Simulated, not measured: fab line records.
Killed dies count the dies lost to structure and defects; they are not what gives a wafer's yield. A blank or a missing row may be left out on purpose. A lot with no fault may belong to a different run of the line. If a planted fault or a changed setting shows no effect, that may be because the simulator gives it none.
One fault seen from 2 desks ; flow sky130 ; numbers are kept per desk, each desk with only its own; the story behind them comes last

## DESK OF THE TOOL OWNER: pvd-sputter-01
The tool's own readings at SKY_METAL3_SPUTTER_02 (material AlCu, target thk 735 nm, time 39.1 s): means of the sampled wafers that have a number, for each lot that ran on this tool. The brackets show how far a lot's mean lies from the usual mean; more than 4 standard deviations puts the lot out of limits, marked OUT.
Columns: A = chamber-pressure-pa at SKY_METAL3_SPUTTER_02, usual 0.4000 Pa; B = throttle-valve-pct at SKY_METAL3_SPUTTER_02, usual 30.0 %
lot;first seen here;A;B
L881;day 36 15:16;0.4003;30.1
L884;day 37 18:14;0.4005;29.4
L886;day 38 09:59;0.3997;31.4
L889;day 38 22:59;0.4002;31.6
L890;day 39 05:16;0.3995;29.5
L892;day 40 00:18;0.3998;29.5
L893;day 40 08:50;0.4004;30.7
L894;day 40 12:45;0.4178 (+23) OUT;30.1
L895;day 40 23:38;0.4174 (+22) OUT;29.8
This desk finds L894, L895 out of limits, L894 being first, at day 40 12:45 (chamber-pressure-pa at SKY_METAL3_SPUTTER_02). L881, L884, L886, L889, L890, L892, L893: within limits.

## FROM THE METROLOGY DESK
Means of the sampled wafers that have a number, per lot and without regard to the tool the lot ran on: this is what the gauges read. The brackets show how far a lot's mean lies from the usual mean; more than 4 standard deviations puts the lot out of limits, marked OUT.
Columns: A = cd-nm at SKY_VIA2_CD_MEAS_12, usual 199.9 nm
lot;first seen here;A
L881;day 36 13:23;200.5
L885;day 37 11:45;198.0
L884;day 37 16:40;198.8
L886;day 38 08:25;198.1
L889;day 38 21:25;200.3
L890;day 39 03:42;198.7
L892;day 39 22:36;201.9
L893;day 40 07:00;197.3
L894;day 40 10:58;199.2
L895;day 40 22:03;196.5
L904;day 43 07:01;200.0
L903;day 43 10:55;199.3
This desk found nothing out of limits on any of the 12 lots.

## BROUGHT TOGETHER
An alarm could have come from the tool owner's desk at day 40 12:45, on L894, L895.
Metrology desk: nothing out of limits seen.
The metrology desk has L894, L895 on record, within its limits.
Every lot named ran SKY_METAL3_SPUTTER_02 on pvd-sputter-01.

## WHAT HAD BEEN PUT IN BY THE SIMULATOR
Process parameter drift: pvd-sputter-01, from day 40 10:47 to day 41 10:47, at SKY_METAL3_SPUTTER_02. From 0.4, the setting chamber-pressure-pa moved by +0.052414. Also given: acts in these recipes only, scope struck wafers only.
Lots struck among those shown: L894, L895.
Each desk's first reading out of limits, in hours after the fault started: the tool owner's desk, 2.
